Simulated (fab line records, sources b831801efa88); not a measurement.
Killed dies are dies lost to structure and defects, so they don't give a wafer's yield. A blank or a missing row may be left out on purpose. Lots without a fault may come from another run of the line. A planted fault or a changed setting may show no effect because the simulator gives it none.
Which tool did it? | flow gf180mcu | 10 lots, 29 wafers sampled, at 3 steps of a route of 602

WHAT THE GAUGES READ, wafer by wafer
GF_MIM_RS_MEAS_10: measures by four-point-probe.
lot  | measured     | on            | MIM_ALCU_RS (ohm/sq)
L491 | day 24 17:45 | film_metro-01 | 0.1635 0.1613 0.1630
L494 | day 25 17:35 | film_metro-01 | 0.1625 0.1637 0.1630
L497 | day 26 16:35 | film_metro-01 | 0.1602 0.1576 0.1606
L499 | day 27 06:04 | film_metro-03 | 0.1624 0.1643 0.1671
L498 | day 27 07:34 | film_metro-03 | 0.1618 0.1611 0.1630
L500 | day 27 13:34 | film_metro-01 | 0.1621 0.1600 0.1955 0.1626 0.1604 0.1956
L502 | day 28 00:43 | film_metro-01 | 0.1642 0.1906 0.1639 0.1910
L511 | day 30 13:56 | film_metro-02 | 0.1594 0.1618 0.1612
L512 | day 30 20:11 | film_metro-01 | 0.1621 0.1607 0.1598
L514 | day 31 09:43 | film_metro-03 | 0.1607 0.1606 0.1595

WHICH TOOL RAN EACH LOT (tool, then ch and the chambers of the sampled wafers, then the start)
lot  | GF_M4_SPUTTER_03             | GF_MIM_SPUTTER_08
L491 | pvd_sputter-03, day 22 17:35 | pvd_sputter-03, day 24 17:40
L494 | pvd_sputter-04, day 23 18:59 | pvd_sputter-03, day 25 17:32
L497 | pvd_sputter-03, day 24 19:26 | pvd_sputter-03, day 26 16:31
L499 | pvd_sputter-03, day 25 09:29 | pvd_sputter-03, day 27 06:00
L498 | pvd_sputter-01, day 25 11:22 | pvd_sputter-03, day 27 07:31
L500 | pvd_sputter-01, day 25 17:02 | pvd_sputter-03, day 27 13:29
L502 | pvd_sputter-04, day 26 05:13 | pvd_sputter-03, day 28 00:38
L511 | pvd_sputter-04, day 28 20:38 | pvd_sputter-03, day 30 13:51
L512 | pvd_sputter-03, day 29 03:20 | pvd_sputter-01, day 30 20:08
L514 | pvd_sputter-01, day 29 17:49 | pvd_sputter-03, day 31 09:37
- GF_M4_SPUTTER_03: material Ti, target thk 10 nm, time 6.7 s.
- GF_MIM_SPUTTER_08: material AlCu, target thk 200 nm, time 10.6 s.

THE ANSWER, worked out from the rows above alone
Rule: what is usual is taken from the lots themselves. Put in order of their means at a reading, lots are off if they are a third of the lots or fewer, leave a main group of 4 or more, and stand apart from it by a gap of 3 or more times the standard deviation of the main group's means; of several such gaps the widest counts. A main group whose means are all the same, to the digits that the tables above print for the reading, isn't used. A lot without any number at a reading at which 4 lots or more have one is off too. The other lots that the step has rows for count as sound.
Off: L500, L502, at GF_MIM_RS_MEAS_10 (MIM_ALCU_RS). The main group: mean 0.1617 ohm/sq, standard deviation 0.0016.
A tool fits if, at a process step before that reading, it ran every lot that is off, and no sound lot after the first of them. The gauges at GF_MIM_RS_MEAS_10 are tried like those tools. None of those tried fits.

WHAT THE SIMULATOR HAD PUT IN
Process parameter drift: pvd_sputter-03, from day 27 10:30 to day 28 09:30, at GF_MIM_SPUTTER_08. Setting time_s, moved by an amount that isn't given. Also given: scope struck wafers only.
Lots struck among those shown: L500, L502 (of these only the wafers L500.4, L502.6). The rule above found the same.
